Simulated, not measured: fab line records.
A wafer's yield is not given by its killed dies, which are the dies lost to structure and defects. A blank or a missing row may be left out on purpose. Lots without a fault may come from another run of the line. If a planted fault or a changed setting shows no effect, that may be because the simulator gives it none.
What tool caused it? | flow sky130 | 6 lots, 18 wafers sampled, at 2 steps of a route of 708

## WHAT THE GAUGES READ, wafer by wafer
SKY_LDD_P_CD_MEAS_07: the cd target is 380 nm.
lot  | measured     | on        | cd_nm (nm)
L456 | day 19 19:05 | cd_sem-02 | 382.8 384.5 386.9
L458 | day 20 14:34 | cd_sem-02 | 377.6 377.2 378.0
L461 | day 21 20:46 | cd_sem-01 | 375.8 374.2 374.0 375.4 374.3 373.9
L471 | day 25 07:20 | cd_sem-01 | 380.0 379.8 378.4
L474 | day 26 05:05 | cd_sem-02 | 380.5 381.3 380.1
L476 | day 27 03:34 | cd_sem-01 | 382.4 380.3 383.7

## TOOL THAT RAN EACH LOT (tool first, then ch and the chambers of the sampled wafers, then the start)
lot  | SKY_LDD_P_DEVELOP_06
L456 | litho_track-04 ch 0, day 19 18:56
L458 | litho_track-02 ch 0, day 20 14:25
L461 | litho_track-01 ch 0, day 21 20:37
L471 | litho_track-04 ch 0, day 25 07:11
L474 | litho_track-01 ch 0, day 26 04:57
L476 | litho_track-02 ch 0, day 27 03:26
- SKY_LDD_P_DEVELOP_06: develop time 60 s.

## THE ANSWER, worked out from the rows above alone
Rule: usual is defined by the lots themselves. The widest of any qualifying gaps counts: lots, ordered by their means at a reading, are off when they make up no more than a third of the lots, leave a main group of 4 or more, and stand apart from it by 3 or more times the standard deviation of that group's means. A main group whose means are all the same, to the digits that the tables above print for the reading, isn't used. Also off: a lot with no number at a reading for which 4 or more lots have one. All remaining lots with rows at the step are treated as sound.
Across all readings shown, no lot is off: no conclusion can be drawn from this.

## WHAT THE SIMULATOR PUT IN
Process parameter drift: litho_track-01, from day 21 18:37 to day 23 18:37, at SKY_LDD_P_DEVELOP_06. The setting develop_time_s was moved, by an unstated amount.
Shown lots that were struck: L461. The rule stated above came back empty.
